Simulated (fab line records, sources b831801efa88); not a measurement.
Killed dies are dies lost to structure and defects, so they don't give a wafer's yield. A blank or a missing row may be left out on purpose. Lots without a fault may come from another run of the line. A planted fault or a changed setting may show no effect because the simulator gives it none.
Which tool did it? | flow sfq_line | 13 lots, 39 wafers sampled, at 3 steps of a route of 325

WHAT THE GAUGES READ, wafer by wafer
The record holds no reading of a measuring or inspecting step that can be judged against a usual standard deviation.

WHICH TOOL RAN EACH LOT (tool, then ch and the chambers of the sampled wafers, then the start)
lot  | SFQ_TRILAYER_I7_CMP_CMP_184   | SFQ_TRILAYER_I7_METRO_MEASURE_185 | SFQ_TRILAYER_I7_VIA_ETCH_VIA_ETCH_190
L765 | cmp-01 ch 0,1,3, day 70 15:57 | film_metro-01, day 70 18:34       | rie_diel-02 ch 0,1,2, day 71 14:25
L766 | cmp-02 ch 0,1,2, day 70 20:39 | film_metro-03, day 70 22:46       | rie_diel-04 ch 1,3, day 71 19:13
L770 | cmp-01 ch 0,2, day 73 07:03   | film_metro-02, day 73 09:40       | rie_diel-02 ch 0,1,2, day 73 16:13
L771 | cmp-02 ch 0,1, day 73 14:55   | film_metro-01, day 73 18:38       | rie_diel-04 ch 2,3, day 74 01:49
L773 | cmp-02 ch 0,1, day 74 06:25   | film_metro-03, day 74 09:44       | rie_diel-04 ch 0,1,3, day 76 18:50
L776 | cmp-01 ch 0,1,3, day 76 18:46 | film_metro-01, day 76 21:53       | rie_diel-03 ch 0,1,2, day 77 06:38
L777 | cmp-02 ch 0,2,3, day 76 22:25 | film_metro-02, day 77 01:56       | rie_diel-04 ch 0,1, day 77 07:50
L778 | cmp-01 ch 0,3, day 77 18:25   | film_metro-02, day 77 21:44       | rie_diel-02 ch 1,2, day 78 01:11
L779 | cmp-01 ch 1,3, day 78 16:34   | film_metro-01, day 78 19:23       | rie_diel-04 ch 0,2,3, day 78 22:50
L782 | cmp-01 ch 0,1,2, day 80 00:08 | film_metro-03, day 80 02:28       | rie_diel-03 ch 0,1,2, day 80 10:44
L783 | cmp-02 ch 0,2,3, day 80 01:26 | film_metro-01, day 80 04:28       | rie_diel-03 ch 0,1, day 80 14:20
L784 | cmp-02 ch 0,1,3, day 80 05:02 | film_metro-03, day 80 07:40       | rie_diel-04 ch 0,1,2, day 80 16:44
L785 | cmp-01 ch 1,2,3, day 80 08:17 | film_metro-02, day 80 11:00       | rie_diel-02 ch 1,2,3, day 80 19:08
- SFQ_TRILAYER_I7_CMP_CMP_184: polishes SiO2.
- SFQ_TRILAYER_I7_METRO_MEASURE_185
- SFQ_TRILAYER_I7_VIA_ETCH_VIA_ETCH_190: etches SiO2 in CHF3, stops on Nb, target depth 260 nm.

WHAT THE TOOLS THEMSELVES READ (means of the sampled wafers that have a number; where no wafer has one, the mark that the record gives instead)
SFQ_TRILAYER_I7_CMP_CMP_184.
lot  | tool   | motor_current_A (A) | time_to_endpoint_s (s)
L765 | cmp-01 | 10.8                | 211
L766 | cmp-02 | 10.7                | 215
L770 | cmp-01 | 10.5                | 203
L771 | cmp-02 | 10.0                | 220
L773 | cmp-02 | 9.8                 | 210
L776 | cmp-01 | 10.4                | 209
L777 | cmp-02 | 10.9                | 209
L778 | cmp-01 | 10.6                | 211
L779 | cmp-01 | 10.7                | 211
L782 | cmp-01 | 10.6                | 224
L783 | cmp-02 | 10.9                | 218
L784 | cmp-02 | 10.5                | 218
L785 | cmp-01 | 10.8                | 213

SFQ_TRILAYER_I7_METRO_MEASURE_185.
lot  | tool          | thk_nm (nm)
L765 | film_metro-01 | 198.9
L766 | film_metro-03 | 199.8
L770 | film_metro-02 | 217.4
L771 | film_metro-01 | 200.2
L773 | film_metro-03 | 200.1
L776 | film_metro-01 | 200.4
L777 | film_metro-02 | 198.5
L778 | film_metro-02 | 200.3
L779 | film_metro-01 | 200.1
L782 | film_metro-03 | 199.1
L783 | film_metro-01 | 200.0
L784 | film_metro-03 | 200.3
L785 | film_metro-02 | 200.1

SFQ_TRILAYER_I7_VIA_ETCH_VIA_ETCH_190.
lot  | tool        | drypump_motor_current_A (A) | oes_product_au (a.u.)
L765 | rie_diel-02 | 5.7                         | 0.853
L766 | rie_diel-04 | 5.1                         | 0.858
L770 | rie_diel-02 | 5.7                         | 0.895
L771 | rie_diel-04 | 5.5                         | 0.852
L773 | rie_diel-04 | 5.5                         | 0.858
L776 | rie_diel-03 | 5.8                         | 0.860
L777 | rie_diel-04 | 5.3                         | 0.852
L778 | rie_diel-02 | 5.3                         | 0.857
L779 | rie_diel-04 | 5.7                         | 0.852
L782 | rie_diel-03 | 5.8                         | 0.854
L783 | rie_diel-03 | 6.0                         | 0.852
L784 | rie_diel-04 | 5.5                         | 0.855
L785 | rie_diel-02 | 5.3                         | 0.854

THE ANSWER, worked out from the rows above alone
Rule: what is usual is taken from the lots themselves. Put in order of their means at a reading, lots are off if they are a third of the lots or fewer, leave a main group of 4 or more, and stand apart from it by a gap of 3 or more times the standard deviation of the main group's means; of several such gaps the widest counts. A main group whose means are all the same, to the digits that the tables above print for the reading, isn't used. A lot without any number at a reading at which 4 lots or more have one is off too. The other lots that the step has rows for count as sound. The gauges are gone through in route order, then the tools' own readings, and for those a lot's mean is taken as printed above. The first step at which some lot is off is used, and at that step the reading that is off furthest; a lot without a number counts as furthest.
Off: L770, at SFQ_TRILAYER_I7_METRO_MEASURE_185 (thk_nm). The main group: mean 199.8 nm, standard deviation 0.6.
A tool fits if, at that step or a process step before it, it ran every lot that is off, and no sound lot after the first of them. None of those tried fits.

WHAT THE SIMULATOR HAD PUT IN
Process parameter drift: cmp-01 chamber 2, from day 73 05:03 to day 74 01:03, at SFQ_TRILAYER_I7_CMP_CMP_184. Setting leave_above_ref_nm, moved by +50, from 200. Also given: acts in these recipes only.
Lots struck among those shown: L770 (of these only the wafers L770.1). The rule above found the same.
